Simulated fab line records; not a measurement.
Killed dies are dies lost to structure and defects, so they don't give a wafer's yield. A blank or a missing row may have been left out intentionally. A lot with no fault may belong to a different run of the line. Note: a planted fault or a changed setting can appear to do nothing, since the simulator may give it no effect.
What tool caused it? || flow sky130 || 12 lots, 36 wafers sampled, at 3 steps of a route of 708

WHAT THE GAUGES READ, wafer by wafer
SKY_SD_N_OVL_MEAS_08. Usual: for SD_N_OVL the level is 0.9 nm and the standard deviation is 1.4.
{"lot": "L973", "measured": "day 27 13:56", "on": "overlay-01", "SD_N_OVL (nm)": "0.6 1.3 -0.4", "flag": ""}
{"lot": "L974", "measured": "day 27 23:58", "on": "overlay-01", "SD_N_OVL (nm)": "1.9 2.1 1.0", "flag": ""}
{"lot": "L977", "measured": "day 29 22:04", "on": "overlay-01", "SD_N_OVL (nm)": "2.2 1.5 0.8", "flag": ""}
{"lot": "L980", "measured": "day 30 15:46", "on": "overlay-02", "SD_N_OVL (nm)": "-0.9 -2.7 0.5", "flag": ""}
{"lot": "L983", "measured": "day 31 00:19", "on": "overlay-01", "SD_N_OVL (nm)": "1.5 3.2 2.5", "flag": ""}
{"lot": "L982", "measured": "day 31 06:25", "on": "overlay-01", "SD_N_OVL (nm)": "0.3 0.5 1.8", "flag": ""}
{"lot": "L988", "measured": "day 32 14:46", "on": "overlay-02", "SD_N_OVL (nm)": "2.8 1.9 3.1", "flag": ""}
{"lot": "L989", "measured": "day 33 01:16", "on": "overlay-01", "SD_N_OVL (nm)": "1.6 -0.3 -0.5", "flag": ""}
{"lot": "L992", "measured": "day 34 02:37", "on": "overlay-01", "SD_N_OVL (nm)": "-1.2 -0.8 -1.2", "flag": ""}
{"lot": "L993", "measured": "day 34 05:01", "on": "overlay-02", "SD_N_OVL (nm)": "1.2 2.6 0.8", "flag": ""}
{"lot": "L994", "measured": "day 34 10:31", "on": "overlay-01", "SD_N_OVL (nm)": "-0.5 1.1 -0.9", "flag": ""}
{"lot": "L996", "measured": "day 35 02:07", "on": "overlay-02", "SD_N_OVL (nm)": "3.0 3.2 1.2", "flag": ""}

SKY_LI_CONTACT_THK_MEAS_01. Usual: for LI_CONTACT_HDPCVD_THK the level is 933 nm and the standard deviation is 9.
{"lot": "L973", "measured": "day 27 15:08", "on": "film metro-03", "LI_CONTACT_HDPCVD_THK (nm)": "935 937 931", "flag": ""}
{"lot": "L974", "measured": "day 28 01:10", "on": "film metro-03", "LI_CONTACT_HDPCVD_THK (nm)": "932 932 924", "flag": ""}
{"lot": "L977", "measured": "day 29 23:16", "on": "film metro-04", "LI_CONTACT_HDPCVD_THK (nm)": "920 919 930", "flag": ""}
{"lot": "L980", "measured": "day 30 16:59", "on": "film metro-04", "LI_CONTACT_HDPCVD_THK (nm)": "933 939 936", "flag": ""}
{"lot": "L983", "measured": "day 31 01:31", "on": "film metro-04", "LI_CONTACT_HDPCVD_THK (nm)": "942 950 944", "flag": ""}
{"lot": "L982", "measured": "day 31 07:37", "on": "film metro-03", "LI_CONTACT_HDPCVD_THK (nm)": "935 940 943", "flag": ""}
{"lot": "L988", "measured": "day 32 15:58", "on": "film metro-03", "LI_CONTACT_HDPCVD_THK (nm)": "920 920 914", "flag": ""}
{"lot": "L989", "measured": "day 33 02:32", "on": "film metro-04", "LI_CONTACT_HDPCVD_THK (nm)": "934 935 931", "flag": ""}
{"lot": "L992", "measured": "day 34 03:52", "on": "film metro-02", "LI_CONTACT_HDPCVD_THK (nm)": "948 929 944", "flag": ""}
{"lot": "L993", "measured": "day 34 06:16", "on": "film metro-04", "LI_CONTACT_HDPCVD_THK (nm)": "946 942 930", "flag": ""}
{"lot": "L994", "measured": "day 34 11:44", "on": "film metro-03", "LI_CONTACT_HDPCVD_THK (nm)": "922 921 910", "flag": ""}
{"lot": "L996", "measured": "day 35 03:19", "on": "film metro-03", "LI_CONTACT_HDPCVD_THK (nm)": "938 927 935", "flag": ""}

SKY_LI_CONTACT_CD_MEAS_12: the cd target is 170 nm. Usual: 170.4 nm for cd nm, sd 1.7.
{"lot": "L973", "measured": "day 28 20:31", "on": "cd sem-01", "cd nm (nm)": "167.0 166.1 166.5", "flag": ""}
{"lot": "L974", "measured": "day 29 05:20", "on": "cd sem-02", "cd nm (nm)": "170.3 170.8 169.8", "flag": ""}
{"lot": "L977", "measured": "day 31 03:11", "on": "cd sem-02", "cd nm (nm)": "169.7 171.6 170.1", "flag": ""}
{"lot": "L980", "measured": "day 31 21:20", "on": "cd sem-02", "cd nm (nm)": "170.5 170.5 171.7", "flag": ""}
{"lot": "L983", "measured": "day 32 05:02", "on": "cd sem-02", "cd nm (nm)": "169.5 170.3 169.4", "flag": ""}
{"lot": "L982", "measured": "day 32 10:47", "on": "cd sem-01", "cd nm (nm)": "168.9 168.3 169.6", "flag": ""}
{"lot": "L988", "measured": "day 33 18:49", "on": "cd sem-01", "cd nm (nm)": "169.9 168.3 170.1", "flag": ""}
{"lot": "L989", "measured": "day 34 05:10", "on": "cd sem-02", "cd nm (nm)": "172.3 170.5 171.4", "flag": ""}
{"lot": "L992", "measured": "day 35 07:08", "on": "cd sem-01", "cd nm (nm)": "170.0 169.1 169.9", "flag": ""}
{"lot": "L993", "measured": "day 35 09:22", "on": "cd sem-02", "cd nm (nm)": "170.0 171.5 170.9", "flag": ""}
{"lot": "L994", "measured": "day 35 14:28", "on": "cd sem-02", "cd nm (nm)": "170.3 171.6 171.7", "flag": ""}
{"lot": "L996", "measured": "day 36 05:08", "on": "cd sem-02", "cd nm (nm)": "170.7 169.3 170.0", "flag": ""}

WHICH TOOL RAN EACH LOT (tool, then ch and the chambers of the sampled wafers, then the start)
Record: no process step prior to these readings.

WHAT THE TOOLS THEMSELVES READ (means of the sampled wafers that have a number; where no wafer has one, the mark that the record gives instead)
The record holds no such reading with a usual standard deviation.

THE ANSWER, worked out from the rows above alone
Rule: take the mean of a lot's wafers that have a number; if it is more than 3 standard deviations from the usual mean, the lot is off. Also off: a lot with no number at a reading for which 4 or more lots have one. All remaining lots with rows at the step are treated as sound. After the gauges, taken in route order, come the tools' own readings; for these a lot's mean is taken, as printed above. The first step at which some lot is off is used, and at that step the reading that is off furthest; a lot without a number counts as furthest.
No lot is off at any reading shown: from this, nothing can be told.

WHAT THE SIMULATOR HAD PUT IN
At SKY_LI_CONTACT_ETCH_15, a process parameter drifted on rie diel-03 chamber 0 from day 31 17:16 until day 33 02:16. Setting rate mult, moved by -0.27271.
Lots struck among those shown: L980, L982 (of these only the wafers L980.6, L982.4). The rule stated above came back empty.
